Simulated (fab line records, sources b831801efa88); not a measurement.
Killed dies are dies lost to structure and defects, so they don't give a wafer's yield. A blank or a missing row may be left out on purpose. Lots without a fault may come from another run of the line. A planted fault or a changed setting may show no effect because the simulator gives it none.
One fault seen from 2 desks | flow sky130 | each desk has only its own numbers; what lay behind them comes last

THE TOOL OWNER'S DESK: litho_track-03
The tool's own readings at SKY_SONOS_ONO_SOFTBAKE_09 (time 60 s): means of the sampled wafers that have a number, for each lot that ran on this tool. A lot is out of limits, marked OUT, if its mean lies more than 4 standard deviations from the usual mean; the brackets give that distance.
Columns: A = heater_power_total_W at SKY_SONOS_ONO_SOFTBAKE_09, usual 56.59 W; B = run_length_s at SKY_SONOS_ONO_SOFTBAKE_09, usual 89.1 s
lot  | first seen here | A               | B
L465 | day 12 17:55    | 56.65           | 88.7
L466 | day 13 07:53    | 56.63           | 88.7
L469 | day 14 00:40    | 58.47 (+44) OUT | 83.2 (-17) OUT
L472 | day 14 18:22    | 59.46 (+67) OUT | 80.2 (-26) OUT
L481 | day 17 22:46    | 56.54           | 88.7
L482 | day 18 10:14    | 56.60           | 88.6
L485 | day 19 14:29    | 56.59           | 88.8
This desk's finding: out of limits on L469, L472; first on L469, day 14 00:40 (heater_power_total_W at SKY_SONOS_ONO_SOFTBAKE_09). In limits: L465, L466, L481, L482, L485.

THE METROLOGY DESK
What the gauges read, lot by lot, whatever tool the lot ran on: means of the sampled wafers that have a number. A lot is out of limits, marked OUT, if its mean lies more than 4 standard deviations from the usual mean; the brackets give that distance.
Columns: A = VT_ADJUST_LVTN_01_OVL at SKY_VT_ADJUST_LVTN_OVL_MEAS_18, usual 0.1 nm; B = VT_ADJUST_HVTR_OVL at SKY_VT_ADJUST_HVTR_OVL_MEAS_08, usual 0.1 nm
lot  | first seen here | A    | B
L465 | day 8 03:00     | -1.4 | 1.3
L466 | day 8 08:56     | 0.2  | 2.3
L468 | day 9 06:32     | -0.9 | 2.8
L469 | day 9 07:35     | 0.4  | -1.2
L472 | day 9 22:06     | 2.1  | -1.5
L477 | day 11 13:55    | -1.1 | -0.4
L481 | day 12 14:40    | 0.4  | 2.3
L482 | day 13 00:08    | 2.2  | -1.3
L483 | day 13 07:50    | -0.2 | -2.0
L484 | day 13 15:17    | -0.2 | 1.4
L486 | day 13 22:05    | -1.9 | 1.1
L485 | day 13 22:54    | 0.9  | -1.3
L487 | day 14 03:38    | -1.0 | 1.3
L488 | day 14 08:47    | -1.8 | -0.1
This desk's finding: nothing out of limits on any of the 14 lots.

PUT TOGETHER
The tool owner's desk could have raised an alarm at day 14 00:40, on L469, L472.
The metrology desk saw nothing out of limits.
The metrology desk has L469, L472 on record, within its limits.
Of the lots named, all ran SKY_SONOS_ONO_SOFTBAKE_09 on litho_track-03.

WHAT THE SIMULATOR HAD PUT IN
Process parameter drift: litho_track-03, from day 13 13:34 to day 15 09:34, at SKY_SONOS_ONO_SOFTBAKE_09. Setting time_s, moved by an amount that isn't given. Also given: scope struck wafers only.
Lots struck among those shown: L469, L472.
Hours from the fault's start to each desk's first reading out of limits: the tool owner's desk, 11.
